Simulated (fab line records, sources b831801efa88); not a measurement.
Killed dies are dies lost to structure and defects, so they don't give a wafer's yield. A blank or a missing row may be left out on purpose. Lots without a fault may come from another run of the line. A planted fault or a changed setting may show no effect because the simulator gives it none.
Chamber matching | flow gf180mcu | GF_PASSIVATION_CVD_02 on pecvd-04: 3 sister chambers
The step deposits Si3N4, target thk 700 nm, time 486.18 s. 6 wafers are shown with their chamber, then 8 later ones without.

WAFERS WITH THEIR CHAMBER
wafer  | chamber | heater_power_w (W)
L088.1 | 0       | 791
L088.6 | 2       | 824
L089.1 | 1       | 615
L089.4 | 0       | 844
L089.6 | 2       | 874
L090.1 | 1       | 685

WAFERS WITHOUT THEIR CHAMBER
wafer  | heater_power_w (W)
L090.4 | 880
L090.6 | 886
L093.2 | 768
L093.4 | 819
L093.5 | 858
L097.1 | 735
L097.2 | 872
L097.5 | 706

WHICH CHAMBER EACH WENT THROUGH
wafer  | from the rows above          | in truth
L090.4 | can't be placed: 2 or 0      | 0
L090.6 | can't be placed: 2 or 0      | 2
L093.2 | can't be placed: 0 or 2 or 1 | 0
L093.4 | can't be placed: 0 or 2      | 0
L093.5 | can't be placed: 2 or 0      | 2
L097.1 | can't be placed: 0 or 1 or 2 | 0
L097.2 | can't be placed: 2 or 0      | 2
L097.5 | can't be placed: 1 or 0      | 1
Placed correctly: 0 of 8. Can't be placed from these rows: 8 (the true chamber is among the candidates in 8). Placed wrongly: 0.
How it was worked out, from the rows above alone: a wafer's distance from a chamber is the root of the sum, over the readings, of the square of ((its reading less the chamber's mean) divided by the reading's scatter). The wafer belongs to the nearest chamber; if the next one is less than 2 further off, it can't be placed. A chamber's mean is the mean of its shown wafers. The scatter: the root of (the sum of the squares of (reading less its chamber's mean) over the shown wafers, divided by (wafers less chambers)).
